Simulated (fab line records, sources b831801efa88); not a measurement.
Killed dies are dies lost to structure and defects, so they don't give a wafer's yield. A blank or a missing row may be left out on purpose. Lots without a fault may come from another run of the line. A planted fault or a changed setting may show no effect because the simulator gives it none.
Chamber matching | flow sky130 | SKY_FIELD_ISO_ETCH_17 on rie_si-01: 4 sister chambers
The step etches Si in HBr/Cl2/O2, target depth 342 nm, time 97.7 s. 18 wafers are shown with their chamber, then 8 later ones without.

WAFERS WITH THEIR CHAMBER
wafer  | chamber | drypump_motor_current_A (A) | oes_product_au (a.u.) | throttle_valve_pct (%)
L663.1 | 0       | 5.5                         | 1.004                 | 25.656
L663.4 | 3       | 6.2                         | 0.997                 | 25.659
L663.5 | 0       | 5.6                         | 0.989                 | 25.654
L666.1 | 0       | 5.6                         | 1.007                 | 25.657
L666.4 | 3       | 6.2                         | 1.011                 | 25.653
L666.6 | 1       | 5.5                         | 1.009                 | 25.656
L667.2 | 1       | 5.5                         | 0.996                 | 25.665
L667.4 | 0       | 5.6                         | 0.995                 | 25.655
L667.6 | 0       | 5.5                         | 0.995                 | 25.674
L668.2 | 1       | 5.4                         | 0.999                 | 25.657
L668.4 | 0       | 5.6                         | 0.992                 | 25.645
L668.5 | 2       | 5.9                         | 0.997                 | 25.656
L671.2 | 3       | 6.2                         | 1.004                 | 25.637
L672.5 | 3       | 6.2                         | 0.992                 | 25.641
L682.2 | 3       | 6.2                         | 1.021                 | 25.673
L682.3 | 1       | 5.5                         | 1.003                 | 25.651
L682.5 | 0       | 5.5                         | 0.996                 | 25.654
L683.1 | 2       | 5.9                         | 1.000                 | 25.671

SIGNATURES (means of the wafers above)
reading                 | chamber 0 | chamber 1 | chamber 2 | chamber 3 | scatter within a chamber
drypump_motor_current_A | 5.557     | 5.475     | 5.900     | 6.200     | 0.042
oes_product_au          | 0.99686   | 1.00175   | 0.99850   | 1.00500   | 0.00789
throttle_valve_pct      | 25.65643  | 25.65725  | 25.66350  | 25.65260  | 0.0104
Rule: a wafer's distance from a chamber is the root of the sum, over the readings, of the square of ((its reading less the chamber's mean) divided by the reading's scatter). The wafer belongs to the nearest chamber; if the next one is less than 2 further off, it can't be placed. The scatter: the root of (the sum of the squares of (reading less its chamber's mean) over the shown wafers, divided by (wafers less chambers)).

WAFERS WITHOUT THEIR CHAMBER
wafer  | drypump_motor_current_A (A) | oes_product_au (a.u.) | throttle_valve_pct (%)
L683.2 | 5.6                         | 1.007                 | 25.660
L683.4 | 6.2                         | 1.018                 | 25.650
L684.4 | 5.9                         | 1.020                 | 25.640
L684.5 | 6.2                         | 1.015                 | 25.649
L684.6 | 5.5                         | 1.009                 | 25.649
L686.1 | 6.2                         | 1.017                 | 25.647
L686.4 | 5.5                         | 1.005                 | 25.659
L686.5 | 5.5                         | 0.998                 | 25.663

WHICH CHAMBER EACH WENT THROUGH
wafer  | from the rows above     | in truth
L683.2 | can't be placed: 0 or 1 | 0
L683.4 | 3                       | 3
L684.4 | 2                       | 2
L684.5 | 3                       | 3
L684.6 | can't be placed: 1 or 0 | 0
L686.1 | 3                       | 3
L686.4 | can't be placed: 1 or 0 | 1
L686.5 | can't be placed: 1 or 0 | 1
Placed correctly: 4 of 8. Can't be placed from these rows: 4 (the true chamber is among the candidates in 4). Placed wrongly: 0.
